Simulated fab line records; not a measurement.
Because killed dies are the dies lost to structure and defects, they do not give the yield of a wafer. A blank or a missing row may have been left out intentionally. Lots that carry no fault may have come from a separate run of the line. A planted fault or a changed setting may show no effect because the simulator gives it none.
Problem report in the 8D (eight disciplines) form, filled by code ; flow gf180mcu ; the parts of the form that need people (team, actions taken, sign-off) are left out

== 1. PROBLEM STATEMENT ==
CONTACT_W_RS at GF_CONTACT_RS_MEAS_25 reads a mean of 0.277 ohm/sq on 6 wafers of 2 lots; wafers without a fault read 0.386 ohm/sq with a standard deviation of 0.0043. That puts it -25 standard deviations away from the usual mean.
The step: measures by four-point-probe.
Earliest sighting: wafer L783.3 on filmMetro-04 at day 20 12:09. The record has a number at this step for 36 wafers belonging to 12 lots. Rule for "out" (also "out of limits"): further than 4 standard deviations from the usual mean. All remaining wafers that have a number are taken as sound.

== 2. WHAT THIS IS AND IS NOT ==
question;is;is not
which readings at this step;CONTACT_W_RS;-
which lots;L783, L785;L771, L773, L774, L775, L779, L781, L786, L789, L791, L794
which wafers of those lots;all that have a number;-
read on which gauges;filmMetro-01, filmMetro-04;filmMetro-03
when;from day 20 12:09;"up to then (18 sound wafers); but 12 sound wafers of L786, L789, L791, L794 came after"

== 3. WHAT RULES OUT EACH SUSPECT ==
Counting: a tool at a process step up to the reading stays a suspect if it ran every lot that is out and no sound lot after the first of them.
- the gauge at GF_CONTACT_RS_MEAS_25: ruled out. Those wafers that are out were read across 2 gauges (filmMetro-01, filmMetro-04).
- cvdW-01 at GF_CONTACT_CVD_24 (deposits W, target thk 300 nm, time 90.339 s): ruled out as a lasting fault. Following L783 (day 20 12:02), the first lot on it that is out, the sound lots L794 were run on it.
Left after counting: nothing in the record.

== 4. THE CAUSE (what the simulator had put in) ==
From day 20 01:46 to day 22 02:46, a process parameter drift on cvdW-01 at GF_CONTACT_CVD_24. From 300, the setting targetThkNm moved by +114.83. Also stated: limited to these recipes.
It was ruled out by counting, in error; the rule expects a fault to strike all lots run on its tool from its start on, and this fault did not.

== 5. SEQUENCE OF EFFECTS, ordered by route ==
Each row: a reading whose mean over the struck wafers that have a number lies more than 3 standard deviations from the usual. Scope: only readings with a usual standard deviation given in the record; hours: median across lots of the time from each lot's start at the first step in this table that gives one to its start at this step; sigmas: change in usual standard deviations.
hours;step;reading;usual;on struck wafers;change;sigmas
0;GF_CONTACT_RS_MEAS_25;CONTACT_W_RS;0.386 ohm/sq;0.277;-0.109;-25
0;GF_CONTACT_THK_MEAS_26;CONTACT_W_THK;303 nm;425;+122;+33
0;GF_CONTACT_CMP_27;timeToEndpointS;73 s;100;+27;+8.3
The process steps in it:
- GF_CONTACT_CMP_27: polishes, stops on SiO2, t overpolish 15 s, target thk 0 nm.
Later steps that measure or inspect, where all struck wafers having a row at the step show a number for every such reading and not one has moved that far: GF_M1_RS_MEAS_05.

== 6. WHAT WOULD HAVE CAUGHT IT SOONER ==
The first out-of-limits reading at a measuring or inspecting step in this record came at day 20 12:09, 10 hours after the fault's start at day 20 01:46.
Of the tool readings at GF_CONTACT_CVD_24 for which the record gives a usual standard deviation, none was out on any struck wafer, so an alarm limit of 4 standard deviations on them would not have fired.
